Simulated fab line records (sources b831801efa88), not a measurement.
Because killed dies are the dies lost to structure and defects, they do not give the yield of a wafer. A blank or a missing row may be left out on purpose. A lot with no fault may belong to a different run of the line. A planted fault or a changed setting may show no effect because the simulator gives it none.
fab line records	flow gf180mcu	part 1 of 2: steps 1 to 43 of 44
[record] lots = 7	wafers = 21	last-day = 34
route steps=602 shown LVPWELL@62 MVSD@66 MVPSD@78 VT_IMPLANT@90 PASSIVATION@602
lots that met no fault: taken from a fault-free run of the same line
start-h: start of the lot's first displayed wafer, in hours after the record's first day	wait-h: hours since the lot's step before	" repeats the value in the row above	L1.1+2: several wafers, shown together as one row	- no value, or no start was given	* or withheld: withheld	< > ~ a bound
route shown NAME@n: a module of which the file shows steps, and the number in the route of the first	usual: mean/standard deviation of fault-free wafers	same: alike in all rows	chamber/n: place in a boat	sites: per-site readings	_std_site: the standard deviation of these	_edge_site: outer sites' mean less inner sites'	radius-mm: how far each site lies from the wafer's centre	mask NAME#n: copy n	behind: the most recent tool/chamber to have shaped the wafer	hold: why the lot was held/for how many hours/how that ended	device: which transistor (n, p or np) failed to switch	end of line: tests of these same wafers at the route's end	step lacking rows: just its recipe	killed: the dies lost at the first sort to structure and to defects; this is not the yield of the wafer	map: shows each die of a wafer: x if killed, . if not, _ if none is there
set.NAME: setting as actually run; set.NAME@STEP: the setting as run at that earlier step	model.NAME: the simulator's own value behind a step, which no gauge read
lots at selected steps of the route; one table per step, one row per wafer
services: the hour from which a tool's chamber was out of use, counted from the record's first day as start-h (under 0 if before that day), plus the number of hours and why
[[steps]]
[step GF_LVPWELL_IMPLANT_08]
[recipe] species = B	energy-kev = 170	dose-cm2 = 1.5e+13	tilt-deg = 0
[step GF_LVPWELL_IMPLANT_09]
[recipe] species = B	energy-kev = 60	dose-cm2 = 5e+12	tilt-deg = 0
[step GF_LVPWELL_STRIP_10]
[recipe] chemistry = O2/N2	power-w = 1400	pressure-mtorr = 1500	platen-temp-c = 250	o2-flow-sccm = 3000	n2-flow-sccm = 300	overash-fraction = 0.5
[usual] drypump-motor-current-A = 5.93/0.29	heater-power-w = 373/37	n2-flow-sccm = 299.9/0.88	o2-flow-sccm = 2999/9.1	oes-product-au = 0.723/0.0044	strip-time-to-endpoint-s = 36.99/0.092
lot.wafer	tool	chamber	start-h	wait-h	drypump-motor-current-A	heater-power-w	n2-flow-sccm	o2-flow-sccm	oes-product-au	rf-hours-counter-h	strip-time-to-endpoint-s
L876.1	plasma-asher-03	0	67.79	0.1	5.28	366	300.1	3013	0.725	26	36.94
L876.3	"	0	"	"	5.32	351	300.3	2996	0.722	-	37.06
L876.5	"	1	"	"	6.08	339	299.5	3010	0.718	-	37.03
L880.1	plasma-asher-04	1	92.81	0.1	6.05	318	300.3	3004	0.723	43	37.06
L880.2	"	0	"	"	6.26	407	301.1	3001	0.723	43	36.98
L880.5	"	1	"	"	6.04	324	298.9	3009	0.729	-	37.09
L883.1	plasma-asher-01	0	109.04	0.1	5.85	412	299.3	2997	0.725	46	36.95
L883.3	"	1	"	"	5.57	366	300.6	3003	0.722	-	36.93
L883.4	"	0	"	"	5.85	400	299.7	2995	0.721	-	36.93
L885.1	plasma-asher-01	0	118.64	0.1	5.86	421	299.2	2998	0.727	47	36.97
L885.5	"	0	"	"	5.85	411	299.6	3009	0.720	-	37.03
L885.6	"	1	"	"	5.56	374	299.9	2990	0.718	-	37.02
L886.2	plasma-asher-01	0	125.39	0.1	5.90	420	299.5	2991	0.716	47	37.08
L886.4	"	0	"	"	5.86	412	300.8	3008	0.720	-	37.10
L886.6	"	1	"	"	5.56	375	300.0	3016	0.719	-	37.10
L896.1	plasma-asher-04	1	182.43	0.1	6.04	326	299.6	2999	0.726	53	36.93
L896.3	"	0	"	"	6.26	426	299.6	2994	0.725	-	37.01
L896.6	"	1	"	"	6.06	329	300.7	2999	0.725	-	37.04
L897.4	plasma-asher-03	0	187.76	0.1	5.31	356	300.5	2991	0.719	-	36.95
L897.5	"	1	"	"	6.07	337	299.4	2998	0.724	-	36.98
L897.6	"	0	"	"	5.30	360	301.2	2990	0.722	-	36.94
[step GF_LVPWELL_TW_MEAS_11]
[usual] LVPWELL_TW = 562/4.6
lot.wafer	tool	chamber	start-h	wait-h	LVPWELL_TW
L876.1	film-metro-03	-	67.89	0.1	561
L876.3	"	-	"	"	557
L876.5	"	-	"	"	558
L880.1	film-metro-04	-	92.91	0.1	563
L880.2	"	-	"	"	565
L880.5	"	-	"	"	564
L883.1	film-metro-03	-	109.14	0.1	559
L883.3	"	-	"	"	562
L883.4	"	-	"	"	558
L885.1	film-metro-04	-	118.74	0.1	565
L885.5	"	-	"	"	566
L885.6	"	-	"	"	567
L886.2	film-metro-01	-	125.50	0.1	557
L886.4	"	-	"	"	554
L886.6	"	-	"	"	556
L896.1	film-metro-03	-	182.53	0.1	563
L896.3	"	-	"	"	564
L896.6	"	-	"	"	562
L897.4	film-metro-04	-	187.86	0.1	570
L897.5	"	-	"	"	568
L897.6	"	-	"	"	567
[step GF_MVSD_DEHYDRATE_00]
[recipe] temp-c = 200	time-s = 60
[step GF_MVSD_HMDS_01]
[recipe] prime-time-s = 60	prime-temp-c = 120
[step GF_MVSD_COAT_02]
[recipe] spin-rpm = 2000	resist-thk-nm = 3000
[step GF_MVSD_SOFTBAKE_03]
[recipe] temp-c = 110	time-s = withheld
[step GF_MVSD_EXPOSE_04]
[recipe] mask-id = MVSD	target-cd-nm = 1000	na = 0.6	source-shape = conventional	sigma-outer = 0.6	dose-mj = 260
[step GF_MVSD_PEB_05]
[recipe] temp-c = 115	time-s = withheld
[step GF_MVSD_DEVELOP_06]
[recipe] wall-angle-deg = 90	develop-time-s = 60	dev-temp-c = 23
[step GF_MVSD_OVL_MEAS_07]
[usual] MVSD_OVL = 0.5/1.5
lot.wafer	tool	chamber	start-h	wait-h	MVSD_OVL[nm]
L876.1	overlay-02	-	80.30	-	0.1
L876.3	"	-	"	"	-2.0
L876.5	"	-	"	"	-0.7
L880.1	overlay-02	-	106.87	-	1.7
L880.2	"	-	"	"	0.5
L880.5	"	-	"	"	2.7
L883.1	overlay-01	-	123.07	-	-0.1
L883.3	"	-	"	"	-0.2
L883.4	"	-	"	"	1.3
L885.1	overlay-01	-	133.52	-	1.4
L885.5	"	-	"	"	-0.3
L885.6	"	-	"	"	-0.5
L886.2	overlay-01	-	140.21	-	3.6
L886.4	"	-	"	"	1.3
L886.6	"	-	"	"	2.8
L896.1	overlay-02	-	199.72	-	-0.1
L896.3	"	-	"	"	1.9
L896.6	"	-	"	"	-0.3
L897.4	overlay-01	-	204.87	-	-0.7
L897.5	"	-	"	"	1.8
L897.6	"	-	"	"	1.3
[step GF_MVSD_IMPLANT_08]
[recipe] species = P	energy-kev = 400	dose-cm2 = 1.6e+13	tilt-deg = 0
[usual] beam-on-s = 10.02/0.19	end-station-pressure-torr = 5.1e-06/2.5e-07	faraday-current-uA = 90.0/1.7
lot.wafer	tool	chamber	start-h	wait-h	beam-on-s	end-station-pressure-torr	faraday-current-uA
L876.1	implanter-04	0	80.34	0.0	9.97	4.72e-06	90.2
L876.3	"	0	"	"	10.26	4.95e-06	88.0
L876.5	"	0	"	"	10.30	5.17e-06	88.1
L880.1	implanter-04	0	106.91	0.0	10.05	5.18e-06	89.2
L880.2	"	0	"	"	10.02	4.95e-06	90.3
L880.5	"	0	"	"	9.68	5.31e-06	93.3
L883.1	implanter-04	0	123.11	0.0	11.88	9.928e-05	76.5
L883.3	"	0	"	"	12.02	9.633e-05	75.5
L883.4	"	0	"	"	12.18	8.867e-05	74.7
L885.1	implanter-04	0	133.56	0.0	11.61	9.511e-05	77.8
L885.5	"	0	"	"	12.31	8.683e-05	73.5
L885.6	"	0	"	"	11.89	9.231e-05	76.6
L886.2	implanter-04	0	140.26	0.0	11.91	8.552e-05	76.3
L886.4	"	0	"	"	12.24	8.929e-05	74.6
L886.6	"	0	"	"	12.10	9.441e-05	75.0
L896.1	implanter-01	0	199.76	0.0	10.02	5.14e-06	90.4
L896.3	"	0	"	"	9.92	5.44e-06	91.4
L896.6	"	0	"	"	10.09	4.86e-06	89.7
L897.4	implanter-01	0	204.96	0.1	10.02	4.69e-06	90.0
L897.5	"	0	"	"	9.65	4.98e-06	93.0
L897.6	"	0	"	"	10.27	5.08e-06	87.7
[step GF_MVSD_IMPLANT_09]
[recipe] species = P	energy-kev = 100	dose-cm2 = 5e+12	tilt-deg = 0
[step GF_MVSD_STRIP_10]
[recipe] chemistry = O2/N2	power-w = 1400	pressure-mtorr = 1500	platen-temp-c = 250	o2-flow-sccm = 2943	n2-flow-sccm = 300	overash-fraction = 0.5
[usual] drypump-motor-current-A = 6.02/0.2	heater-power-w = 358/44	n2-flow-sccm = 300.1/0.88	o2-flow-sccm = 2943/8.7	oes-product-au = 0.722/0.0045	strip-time-to-endpoint-s = 36.98/0.11
lot.wafer	tool	chamber	start-h	wait-h	drypump-motor-current-A	heater-power-w	n2-flow-sccm	o2-flow-sccm	oes-product-au	rf-hours-counter-h	strip-time-to-endpoint-s
L876.1	plasma-asher-04	1	80.64	0.1	6.06	327	299.6	2945	0.718	42	37.12
L876.3	"	1	"	"	6.07	323	299.4	2955	0.736	-	37.10
L876.5	"	0	"	"	6.22	412	300.9	2940	0.720	-	37.08
L880.1	plasma-asher-04	0	107.21	0.1	6.23	406	301.5	2932	0.724	44	36.89
L880.2	"	1	"	"	6.08	321	297.3	2943	0.727	44	37.01
L880.5	"	1	"	"	6.09	316	298.8	2943	0.724	-	37.03
L883.1	plasma-asher-02	0	123.41	0.1	5.93	318	300.4	2945	0.719	1	36.94
L883.3	"	0	"	"	5.91	319	298.4	2947	0.725	-	36.96
L883.4	"	1	"	"	6.10	314	300.5	2936	0.722	-	37.00
L885.1	plasma-asher-02	0	133.86	0.1	5.92	319	299.1	2953	0.716	1	37.04
L885.5	"	1	"	"	6.13	315	299.3	2942	0.721	-	37.15
L885.6	"	0	"	"	5.93	319	300.4	2952	0.732	-	37.07
L886.2	plasma-asher-02	0	140.54	0.1	5.94	310	299.6	2942	0.727	2	36.99
L886.4	"	1	"	"	6.13	305	300.0	2942	0.719	-	36.88
L886.6	"	0	"	"	5.94	308	301.6	2938	0.722	-	36.90
L896.1	plasma-asher-04	0	200.06	0.1	6.24	405	299.6	2934	0.716	55	37.02
L896.3	"	0	"	"	6.21	404	300.5	2944	0.715	-	36.98
L896.6	"	0	"	"	6.22	418	300.5	2942	0.722	-	37.19
L897.4	plasma-asher-04	1	205.22	0.1	6.07	318	300.3	2937	0.724	-	37.03
L897.5	"	0	"	"	6.21	404	300.2	2944	0.722	-	37.03
L897.6	"	1	"	"	6.06	321	299.5	2948	0.718	-	36.92
[step GF_MVSD_TW_MEAS_11]
[usual] MVSD_TW = 1578/12
lot.wafer	tool	chamber	start-h	wait-h	MVSD_TW
L876.1	film-metro-01	-	80.74	0.1	1570
L876.3	"	-	"	"	1576
L876.5	"	-	"	"	1576
L880.1	film-metro-03	-	107.31	0.1	1565
L880.2	"	-	"	"	1576
L880.5	"	-	"	"	1568
L883.1	film-metro-03	-	123.51	0.1	1654
L883.3	"	-	"	"	1646
L883.4	"	-	"	"	1664
L885.1	film-metro-03	-	133.96	0.1	1650
L885.5	"	-	"	"	1656
L885.6	"	-	"	"	1673
L886.2	film-metro-01	-	140.65	0.1	1661
L886.4	"	-	"	"	1655
L886.6	"	-	"	"	1656
L896.1	film-metro-03	-	200.16	0.1	1580
L896.3	"	-	"	"	1566
L896.6	"	-	"	"	1565
L897.4	film-metro-04	-	205.31	0.1	1606
L897.5	"	-	"	"	1602
L897.6	"	-	"	"	1599
[step GF_MVPSD_DEHYDRATE_00]
[recipe] temp-c = 200	time-s = 60
[step GF_MVPSD_HMDS_01]
[recipe] prime-time-s = 60	prime-temp-c = 120
[step GF_MVPSD_COAT_02]
[recipe] spin-rpm = 2000	resist-thk-nm = 3000
[step GF_MVPSD_SOFTBAKE_03]
[recipe] temp-c = 109.5	time-s = withheld
[step GF_MVPSD_EXPOSE_04]
[recipe] mask-id = MVPSD	target-cd-nm = 1000	na = 0.6	source-shape = conventional	sigma-outer = 0.6	dose-mj = 260
[step GF_MVPSD_PEB_05]
[recipe] temp-c = 115	time-s = withheld
[step GF_MVPSD_DEVELOP_06]
[recipe] wall-angle-deg = 90	develop-time-s = 60	dev-temp-c = 23
[step GF_MVPSD_OVL_MEAS_07]
[usual] MVPSD_OVL = -1.2/1.5
lot.wafer	tool	chamber	start-h	wait-h	MVPSD_OVL[nm]
L876.1	overlay-02	-	94.18	-	-2.3
L876.3	"	-	"	"	-2.9
L876.5	"	-	"	"	-4.4
L880.1	overlay-01	-	121.70	-	-2.4
L880.2	"	-	"	"	-1.8
L880.5	"	-	"	"	0.0
L883.1	overlay-01	-	138.70	-	-1.8
L883.3	"	-	"	"	0.2
L883.4	"	-	"	"	-2.1
L885.1	overlay-02	-	148.82	-	-1.1
L885.5	"	-	"	"	-2.7
L885.6	"	-	"	"	-1.2
L886.2	overlay-02	-	156.03	-	-2.4
L886.4	"	-	"	"	0.1
L886.6	"	-	"	"	-1.3
L896.1	overlay-01	-	217.12	-	-1.4
L896.3	"	-	"	"	-0.1
L896.6	"	-	"	"	-0.7
L897.4	overlay-02	-	223.01	-	-0.4
L897.5	"	-	"	"	-0.1
L897.6	"	-	"	"	0.4
[step GF_MVPSD_IMPLANT_08]
[recipe] species = B	energy-kev = 170	dose-cm2 = 1.5e+13	tilt-deg = 0
[step GF_MVPSD_IMPLANT_09]
[recipe] species = B	energy-kev = 40	dose-cm2 = 5e+12	tilt-deg = 0
[step GF_MVPSD_STRIP_10]
[recipe] chemistry = O2/N2	power-w = 1400	pressure-mtorr = 1500	platen-temp-c = 250	o2-flow-sccm = 3000	n2-flow-sccm = 300	overash-fraction = 0.5
[usual] drypump-motor-current-A = 5.75/0.28	heater-power-w = 364/34	n2-flow-sccm = 300.1/0.87	o2-flow-sccm = 3001/9.3	oes-product-au = 0.723/0.0044	strip-time-to-endpoint-s = 37.00/0.1
lot.wafer	tool	chamber	start-h	wait-h	drypump-motor-current-A	heater-power-w	n2-flow-sccm	o2-flow-sccm	oes-product-au	rf-hours-counter-h	strip-time-to-endpoint-s
L876.1	plasma-asher-01	1	94.51	0.1	5.57	366	299.4	3010	0.725	44	36.87
L876.3	"	1	"	"	5.55	372	300.0	3004	0.727	-	36.93
L876.5	"	0	"	"	5.82	406	300.8	2991	0.719	-	36.90
L880.1	plasma-asher-01	1	122.03	0.1	5.55	383	300.4	3010	0.728	47	36.87
L880.2	"	0	"	"	5.84	408	299.1	3023	0.722	47	36.76
L880.5	"	1	"	"	5.56	382	300.7	3003	0.723	-	36.89
L883.1	plasma-asher-03	1	139.03	0.1	6.07	335	299.9	2997	0.725	34	36.97
L883.3	"	0	"	"	5.31	362	300.8	3011	0.716	-	37.06
L883.4	"	1	"	"	6.06	338	300.8	3001	0.727	-	36.92
L885.1	plasma-asher-03	0	149.16	0.1	5.31	369	300.2	3004	0.720	35	36.92
L885.5	"	1	"	"	6.03	330	299.3	3008	0.733	-	37.01
L885.6	"	0	"	"	5.29	358	301.5	3003	0.722	-	37.00
L886.2	plasma-asher-02	0	156.36	0.1	5.92	311	300.6	2994	0.716	4	37.15
L886.4	"	0	"	"	5.93	321	300.5	3004	0.724	-	37.08
L886.6	"	0	"	"	5.94	318	300.4	3000	0.716	-	36.97
L896.1	plasma-asher-01	0	217.46	0.1	5.91	422	300.5	3009	0.725	57	36.98
L896.3	"	1	"	"	5.56	381	299.0	3001	0.724	-	37.03
L896.6	"	1	"	"	5.54	372	299.4	3015	0.719	-	36.98
L897.4	plasma-asher-03	1	223.36	0.1	6.05	339	301.2	3006	0.728	-	36.96
L897.5	"	0	"	"	5.32	357	299.8	2988	0.717	-	37.04
L897.6	"	1	"	"	6.05	337	300.2	3002	0.724	-	36.84
[step GF_MVPSD_TW_MEAS_11]
[usual] MVPSD_TW = 553/4
lot.wafer	tool	chamber	start-h	wait-h	MVPSD_TW
L876.1	film-metro-03	-	94.61	0.1	550
L876.3	"	-	"	"	551
L876.5	"	-	"	"	553
L880.1	film-metro-01	-	122.13	0.1	552
L880.2	"	-	"	"	554
L880.5	"	-	"	"	551
L883.1	film-metro-01	-	139.13	0.1	553
L883.3	"	-	"	"	552
L883.4	"	-	"	"	551
L885.1	film-metro-04	-	149.26	0.1	561
L885.5	"	-	"	"	558
L885.6	"	-	"	"	560
L886.2	film-metro-03	-	156.47	0.1	550
L886.4	"	-	"	"	551
L886.6	"	-	"	"	553
L896.1	film-metro-01	-	217.56	0.1	546
L896.3	"	-	"	"	549
L896.6	"	-	"	"	549
L897.4	film-metro-03	-	223.46	0.1	552
L897.5	"	-	"	"	553
L897.6	"	-	"	"	552
[step GF_VT_IMPLANT_DEHYDRATE_00]
[recipe] temp-c = 200	time-s = 60
[step GF_VT_IMPLANT_HMDS_01]
[recipe] prime-time-s = 60	prime-temp-c = 120
[step GF_VT_IMPLANT_COAT_02]
[recipe] resist = NOVOLAK	spin-rpm = 3000	resist-thk-nm = 1000
[step GF_VT_IMPLANT_SOFTBAKE_03]
[recipe] temp-c = 90	time-s = 60	resist = NOVOLAK
[step GF_VT_IMPLANT_EXPOSE_04]
[recipe] mask-id = LVPWELL_LV_AREA	target-cd-nm = 600	na = 0.6	source-shape = conventional	sigma-outer = 0.6	dose-mj = 140
[step GF_VT_IMPLANT_PEB_05]
[recipe] temp-c = withheld	time-s = *	resist = NOVOLAK
[step GF_VT_IMPLANT_DEVELOP_06]
[recipe] develop-time-s = 60	dev-temp-c = 23
[step GF_VT_IMPLANT_OVL_MEAS_07]
[usual] VT_IMPLANT_OVL = -0.8/1.6
lot.wafer	tool	chamber	start-h	wait-h	VT_IMPLANT_OVL[nm]
L876.1	overlay-02	-	108.72	0.1	1.7
L876.3	"	-	"	"	1.7
L876.5	"	-	"	"	2.5
L880.1	overlay-01	-	136.80	0.1	-2.1
L880.2	"	-	"	"	-0.9
L880.5	"	-	"	"	-2.5
L883.1	overlay-01	-	154.77	0.1	-3.3
L883.3	"	-	"	"	-2.2
L883.4	"	-	"	"	-2.0
L885.1	overlay-01	-	164.80	0.1	-2.9
L885.5	"	-	"	"	-1.2
L885.6	"	-	"	"	-2.3
L886.2	overlay-02	-	172.25	0.1	-1.9
L886.4	"	-	"	"	-1.8
L886.6	"	-	"	"	-1.4
L896.1	overlay-01	-	235.32	0.1	-0.4
L896.3	"	-	"	"	-0.9
L896.6	"	-	"	"	-2.5
L897.4	overlay-01	-	240.97	0.1	-1.1
L897.5	"	-	"	"	-1.6
L897.6	"	-	"	"	-0.4
[step GF_VT_IMPLANT_IMPLANT_08]
[recipe] species = BF2	energy-kev = 20	dose-cm2 = 8.29e+12	tilt-deg = 7
[step GF_VT_IMPLANT_STRIP_09]
[recipe] chemistry = O2/N2	power-w = 1400	pressure-mtorr = 1500	platen-temp-c = 250	o2-flow-sccm = 3000	n2-flow-sccm = 300	overash-fraction = 0.5
[usual] drypump-motor-current-A = 6.0/0.31	heater-power-w = 347/37	n2-flow-sccm = 299.9/0.98	o2-flow-sccm = 2999/9	oes-product-au = 0.716/0.0047	strip-time-to-endpoint-s = 12.61/0.038
lot.wafer	tool	chamber	start-h	wait-h	drypump-motor-current-A	heater-power-w	n2-flow-sccm	o2-flow-sccm	oes-product-au	rf-hours-counter-h	strip-time-to-endpoint-s
L876.1	plasma-asher-03	1	108.91	0.1	6.1	337	301.9	2997	0.707	31	12.63
L876.3	"	0	"	"	5.3	357	299.4	2985	0.723	-	12.67
L876.5	"	0	"	"	5.3	367	298.1	2993	0.718	-	12.64
L880.1	plasma-asher-03	1	136.99	0.1	6.1	333	299.1	2989	0.721	34	12.59
L880.2	"	0	"	"	5.3	368	299.9	3005	0.716	34	12.58
L880.5	"	1	"	"	6.1	335	298.7	2981	0.713	-	12.60
L883.1	plasma-asher-02	1	154.96	0.1	6.1	313	301.1	3001	0.729	4	12.61
L883.3	"	0	"	"	5.9	314	299.7	3016	0.713	-	12.60
L883.4	"	1	"	"	6.1	315	300.5	2993	0.721	-	12.59
L885.1	plasma-asher-04	1	164.99	0.1	6.1	327	300.3	2991	0.711	50	12.55
L885.5	"	1	"	"	6.0	318	299.9	2999	0.715	-	12.52
L885.6	"	0	"	"	6.2	402	300.6	3013	0.712	-	12.58
L886.2	plasma-asher-04	0	172.43	0.1	6.2	402	299.6	2998	0.719	52	12.57
L886.4	"	0	"	"	6.3	412	299.7	2992	0.727	-	12.57
L886.6	"	0	"	"	6.3	412	299.4	2997	0.714	-	12.58
L896.1	plasma-asher-02	1	235.51	0.1	6.1	311	300.0	3008	0.722	11	12.65
L896.3	"	0	"	"	5.9	314	300.3	2995	0.719	-	12.60
L896.6	"	1	"	"	6.1	313	299.4	3016	0.713	-	12.60
L897.4	plasma-asher-04	1	241.17	0.1	6.1	322	300.4	3002	0.717	-	12.60
L897.5	"	0	"	"	6.2	406	300.9	2996	0.721	-	12.69
L897.6	"	1	"	"	6.1	315	301.0	3001	0.716	-	12.64
[step GF_VT_IMPLANT_TW_MEAS_10]
[usual] VT_IMPLANT_TW = 561/3.7
lot.wafer	tool	chamber	start-h	wait-h	VT_IMPLANT_TW
L876.1	film-metro-02	-	109.01	0.1	561
L876.3	"	-	"	"	559
L876.5	"	-	"	"	558
L880.1	film-metro-02	-	137.09	0.1	558
L880.2	"	-	"	"	559
L880.5	"	-	"	"	561
L883.1	film-metro-02	-	155.06	0.1	563
L883.3	"	-	"	"	561
L883.4	"	-	"	"	562
L885.1	film-metro-01	-	165.12	0.1	558
L885.5	"	-	"	"	560
L885.6	"	-	"	"	561
L886.2	film-metro-02	-	172.54	0.1	558
L886.4	"	-	"	"	561
L886.6	"	-	"	"	559
L896.1	film-metro-02	-	235.61	0.1	559
L896.3	"	-	"	"	561
L896.6	"	-	"	"	560
L897.4	film-metro-01	-	241.26	0.1	561
L897.5	"	-	"	"	559
L897.6	"	-	"	"	559
[step GF_VT_IMPLANT_DEHYDRATE_11]
[recipe] temp-c = 200	time-s = 60
[step GF_VT_IMPLANT_HMDS_12]
[recipe] prime-time-s = 60	prime-temp-c = 120
[step GF_VT_IMPLANT_COAT_13]
[recipe] resist = NOVOLAK	spin-rpm = 3000	resist-thk-nm = 1000
[step GF_VT_IMPLANT_RS_MEAS_46]
[recipe] thk-meas-gauge = four-point-probe
[usual] MVSD_RS = 456.7/1.1
lot.wafer	tool	chamber	start-h	wait-h	MVSD_RS[ohm/sq]
L876.1	film-metro-01	-	153.67	0.1	455.0
L876.3	"	-	"	"	455.1
L876.5	"	-	"	"	455.8
L880.1	film-metro-03	-	184.30	0.1	457.3
L880.2	"	-	"	"	457.4
L880.5	"	-	"	"	457.5
L883.1	film-metro-01	-	205.13	0.1	416.7
L883.3	"	-	"	"	417.3
L883.4	"	-	"	"	416.8
L885.1	film-metro-01	-	216.29	0.1	416.3
L885.5	"	-	"	"	416.0
L885.6	"	-	"	"	415.8
L886.2	film-metro-04	-	225.06	0.1	415.0
L886.4	"	-	"	"	416.4
L886.6	"	-	"	"	417.7
L896.1	film-metro-04	-	292.71	0.1	456.1
L896.3	"	-	"	"	455.5
L896.6	"	-	"	"	456.1
L897.4	film-metro-03	-	298.32	0.1	456.7
L897.5	"	-	"	"	456.0
L897.6	"	-	"	"	455.8
[[key]]
[first-sign] step = GF_MVSD_IMPLANT_08	reading = end-station-pressure-torr	direction = up	sigmas = 99+	usual = 5.1e-06	struck = 9.197e-05
[effect] step = GF_MVSD_IMPLANT_08	reading = beam-on-s	direction = up	sigmas = 10	usual = 10.02	struck = 12.02
[effect] step = GF_MVSD_TW_MEAS_11	reading = MVSD_TW	direction = up	sigmas = 6.5	usual = 1578	struck = 1657
[effect] step = GF_VT_IMPLANT_RS_MEAS_46	reading = MVSD_RS	direction = down	sigmas = 36	usual = 456.7	struck = 416.4
[model-effect] step = GF_PASSIVATION_PROBE_99	value = etest.ldnmos_10p0.r-on-ohm-um	without = 3726	struck = 3579
met-at GF_MVSD_IMPLANT_08
struck-wafers L883.1,L883.3,L883.4,L885.1,L885.5,L885.6,L886.2,L886.4,L886.6
tester-left-out L883,L885,L886
onset-between 106.91 123.11
[fault] kind = process-parameter-drift	tool = implanter-04	chamber = -	onset-h = 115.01	steps = GF_MVSD_IMPLANT_08	channel = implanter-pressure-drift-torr	offset = 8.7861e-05	shape = step	end-h = 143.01
[fault] kind = process-parameter-drift	tool = implanter-04	chamber = -	onset-h = 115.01	steps = GF_MVSD_IMPLANT_08	channel = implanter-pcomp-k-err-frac	offset = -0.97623	shape = step	end-h = 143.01
// tester-left-out: of these lots the tester's yield and bins aren't shown, on N5 and GAA mostly nor the transistor test; their killed dies are dies lost to structure and defects alone, not to doping, threshold or leakage, so they don't give the yield
